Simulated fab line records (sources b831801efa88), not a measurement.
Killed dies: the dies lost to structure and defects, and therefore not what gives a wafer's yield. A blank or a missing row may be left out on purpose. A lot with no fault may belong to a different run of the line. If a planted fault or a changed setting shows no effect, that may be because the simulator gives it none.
Struck lot and sound lot, side by side    flow gf180mcu    15 steps out of a route of 602
Sound: the wafers L350.1, L350.2, L350.4. Struck: wafer L363.2 (left out: L363.1, L363.5 of the same lot, which were not struck); the cause appears at the end.
For every step that has rows: the tool of each side, followed by ch and its chambers, followed by its first start. Under that, the readings that differ: sound wafers    struck wafers    difference of the means    sigmas: that difference in standard deviations of wafers without a fault.
alike: readings whose means differ by less than 2 such deviations, and words and numbers that are the same on both sides. not compared: withheld readings, readings that some wafer has no value for, bounds like >300 that may hide the same value, and numbers for which the record gives no deviation and whose values overlap.
A row with sigmas, a row that says differs or no value, or rows on one side alone: a step with any of these is where the two part. Numbers that don't overlap but have no deviation are shown without sigmas and don't part them. A reading missing from all wafers of one side parts the sides only when that side holds two or more wafers.

first, 5 steps without rows for these wafers: GF_V3_COAT_09 (resist thk 1000 nm); GF_V3_SOFTBAKE_10 (time 60 s); GF_V3_EXPOSE_11 (exposes mask Via3, target cd 260 nm); GF_V3_PEB_12 (peb time 90 s); GF_V3_DEVELOP_13 (develop time 60 s).
GF_V3_CD_MEAS_14: the cd target is 260 nm.
  sound on cd sem-01, day 24 12:17; struck on cd sem-02, day 28 09:10
  alike: cd nm
GF_V3_OVL_MEAS_15:
  sound on overlay-01, day 24 12:24; struck on overlay-02, day 28 09:17
  alike: V3_OVL
GF_V3_ETCH_16: etches BARC in N2/H2.
  sound on rie diel-01 ch 0,1, day 24 12:26; struck on rie diel-01 ch 3, day 28 09:20
reading                 sound                 struck  difference  sigmas
oes product au (a.u.)   0.841 0.850 0.853     0.864   +0.016      +3
throttle valve pct (%)  13.233 13.226 13.221  13.250  +0.023      +3
  alike: drypump motor current A
GF_V3_ETCH_17: etches SiO2 in C4F8/O2/Ar, stops on TiN, target depth 635 nm.
  sound on rie diel-01 ch 0,1; struck on rie diel-01 ch 3
  alike: oes product au
GF_V3_STRIP_18: strips in O2/N2.
  sound on plasma asher-03 ch 0,1, day 24 12:34; struck on plasma asher-02 ch 1, day 28 09:28
  alike: drypump motor current A, heater power w, oes product au
  not compared: rf hours counter h
then, 2 steps without rows for these wafers: GF_V3_STRIP_19 (strips in post etch residue remover, time 1200 s); GF_V3_CLEAN_20 (cleans in DIW).
GF_V3_SPUTTER_21: material Ti, target thk 15 nm, time 80.02 s.
  sound on pvd sputter-01, day 24 13:06; struck on pvd sputter-01, day 28 10:00
reading                                sound              struck  difference  sigmas
model.Ti_of_V3_SPUTTER_21.thk nm (nm)  15.02 15.13 14.94  15.85   +0.82       
  alike: cathode dc power W, throttle valve pct
GF_V3_SPUTTER_22: material TiN, target thk 10 nm, time 40 s.
  sound on pvd sputter-01, day 24 13:10; struck on pvd sputter-01, day 28 10:04
  alike: cathode dc power W, throttle valve pct
-- the record jumps here: 6 days lie between the struck wafers' starts before and after (it left off in module V3 and takes up again in module PASSIVATION, whose first step shown is number 602 of the route) --
GF_PASSIVATION_PROBE_99:
  only the struck wafers here have rows in the record (prober-01, day 33 23:47); the sound ones have none

== WHERE THEY PART ==
At GF_V3_ETCH_16 first; at GF_PASSIVATION_PROBE_99 last (within this record only).

WHY: the cause the simulator had injected
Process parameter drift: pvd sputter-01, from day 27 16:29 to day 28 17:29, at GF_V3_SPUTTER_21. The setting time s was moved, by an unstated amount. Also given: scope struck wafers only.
